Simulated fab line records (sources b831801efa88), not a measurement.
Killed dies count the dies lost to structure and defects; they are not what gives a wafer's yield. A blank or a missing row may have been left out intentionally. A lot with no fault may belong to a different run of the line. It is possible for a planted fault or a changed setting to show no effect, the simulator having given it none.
8D (eight disciplines) problem report, filled in by code / flow sky130 / the parts of the form that need people (team, actions taken, sign-off) are left out

## 1. THE PROBLEM
VIA4_HDPCVD_THK at SKY_VIA4_THK_MEAS_01 reads a mean of 1849 nm on 2 wafers of 1 lot; wafers without a fault read 1748 nm with a standard deviation of 16. Measured from the usual mean, that is +6.3 standard deviations.
Seen first at day 47 15:09 on film-metro-04, wafer L934.1. At this step, 36 wafers from 12 lots have a number in the record. The rule behind "out" and "out of limits": a value lying over 4 standard deviations away from the usual mean. The other wafers with a number count as sound.

## 2. WHAT THIS IS AND IS NOT
question=which readings at this step | is=VIA4_HDPCVD_THK | is not=-
question=which lots | is=L934 | is not=L912, L916, L917, L918, L919, L920, L921, L925, L926, L933, L935
question=which wafers of those lots | is=L934.1, L934.4 | is not=L934.2
question=read on which gauges | is=film-metro-04 | is not=film-metro-01, film-metro-03
question=when | is=from day 47 15:09 | is not=up to then (31 sound wafers); but 3 sound wafers of L935 came after

## 3. WHAT RULES OUT EACH SUSPECT
Counting: any tool at a process step up to the reading remains a suspect provided it ran every lot that is out. Sound lots after the first of them don't rule it out here, since some wafers of a struck lot are sound.
- the gauge at SKY_VIA4_THK_MEAS_01 is ruled out. All the wafers that are out were read on film-metro-04, but those of them that SKY_VIA4_HDPCVD_00 has rows for are out there too, on other tools.
- pvd-sputter-02 at SKY_CAP2M_SPUTTER_02 (material TiN, target thk 200 nm, time 166.7 s): kept. It processed L934, the lot that is out, at day 45 21:09, and its most recent sound lot before then was L933 at day 45 12:42.
- hdpcvd-01 at SKY_VIA4_HDPCVD_00 (deposits SiO2, target thk 1750 nm, time 291.7 s): kept. It processed L934, the lot that is out, at day 47 14:58, and its most recent sound lot before then was L926 at day 45 06:43. Out on those wafers are its own readings of run-length-s.
- The sound lot-mates ran in chamber 2 of hdpcvd-01 at SKY_VIA4_HDPCVD_00, but the wafers that are out ran in chamber 0.
Remaining after the count are pvd-sputter-02 at SKY_CAP2M_SPUTTER_02 and hdpcvd-01 at SKY_VIA4_HDPCVD_00.

## 4. THE CAUSE (what the simulator had put in)
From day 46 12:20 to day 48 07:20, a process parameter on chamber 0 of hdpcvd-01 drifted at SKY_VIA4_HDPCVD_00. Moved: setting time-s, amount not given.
Counting leaves 2 suspects; this tool is one of them.

## 5. SEQUENCE OF EFFECTS, ordered by route
Each row: a reading whose mean over the struck wafers that have a number lies more than 3 standard deviations from the usual. Scope: only readings with a usual standard deviation given in the record; hours: median across lots of the time from each lot's start at the first step in this table that gives one to its start at this step; sigmas: change in usual standard deviations.
hours=0; step=SKY_VIA4_HDPCVD_00; reading=run-length-s; usual=319.7 s; on struck wafers=340.2; change=+20.5; sigmas=+31
hours=0; step=SKY_VIA4_THK_MEAS_01; reading=VIA4_HDPCVD_THK; usual=1748 nm; on struck wafers=1849; change=+101; sigmas=+6.3
It contains these process steps:
- SKY_VIA4_HDPCVD_00: deposits SiO2, target thk 1750 nm, time 291.7 s.
Later steps that measure or inspect, where all struck wafers having a row at the step show a number for every such reading and not one has moved that far: SKY_VIA4_OVL_MEAS_11.

## 6. HOW IT WOULD HAVE BEEN CAUGHT EARLIER
In this record the first reading out of limits at a measuring or inspecting step was taken at day 47 15:09, 27 hours after the fault began at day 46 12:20.
The tool's own readings at SKY_VIA4_HDPCVD_00 were out on every struck wafer that the step has a row for (run-length-s): an alarm limit on them would have fired on the first of those.
By day 47 15:09, every lot that is out (1) had started SKY_VIA4_HDPCVD_00 on hdpcvd-01. Holding the tool at that point would not have protected any of them.
